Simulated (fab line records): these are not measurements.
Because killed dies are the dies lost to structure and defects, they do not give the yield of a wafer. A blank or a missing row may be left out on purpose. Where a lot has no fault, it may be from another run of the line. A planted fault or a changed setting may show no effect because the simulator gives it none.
Chamber matching | flow gf180mcu | GF_V1_CMP_26 on cmp-01: 4 sister chambers
The step polishes, stops on SiO2, t overpolish 15 s, target thk 0 nm. 4 wafers are shown with their chamber, then 7 later ones without.

WAFERS PAIRED WITH THEIR CHAMBERS
wafer  | chamber | motor-current-A (A)
L383.3 | 1       | 10.9
L383.4 | 2       | 11.2
L385.2 | 0       | 9.5
L385.4 | 3       | 10.4

WAFERS WITHOUT THEIR CHAMBER
wafer  | motor-current-A (A)
L385.5 | 9.4
L386.1 | 10.2
L386.2 | 11.2
L386.3 | 9.1
L389.1 | 10.7
L389.3 | 10.1
L389.5 | 8.9

WHICH CHAMBER EACH WENT THROUGH
wafer  | from the rows above          | in truth
L385.5 | 0                            | 0
L386.1 | can't be placed: 3 or 0 or 1 | 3
L386.2 | can't be placed: 2 or 1      | 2
L386.3 | 0                            | 0
L389.1 | can't be placed: 1 or 3 or 2 | 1
L389.3 | can't be placed: 3 or 0 or 1 | 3
L389.5 | 0                            | 0
Correct placement for 3 of the 7. Unplaceable from these rows: 4, with the true chamber sitting among the candidates in 4. Placed wrongly: 0.
How it was worked out, from the rows above alone: a wafer's distance from a chamber is the root of the sum, over the readings, of the square of ((its reading less the chamber's mean) divided by the reading's scatter). The wafer belongs to the nearest chamber; if the next one is less than 2 further off, it can't be placed. For every chamber, the mean is computed from those of its wafers that are shown. The scatter: root of mean squared gap, hidden wafer to nearest shown wafer, with one shown wafer a chamber.
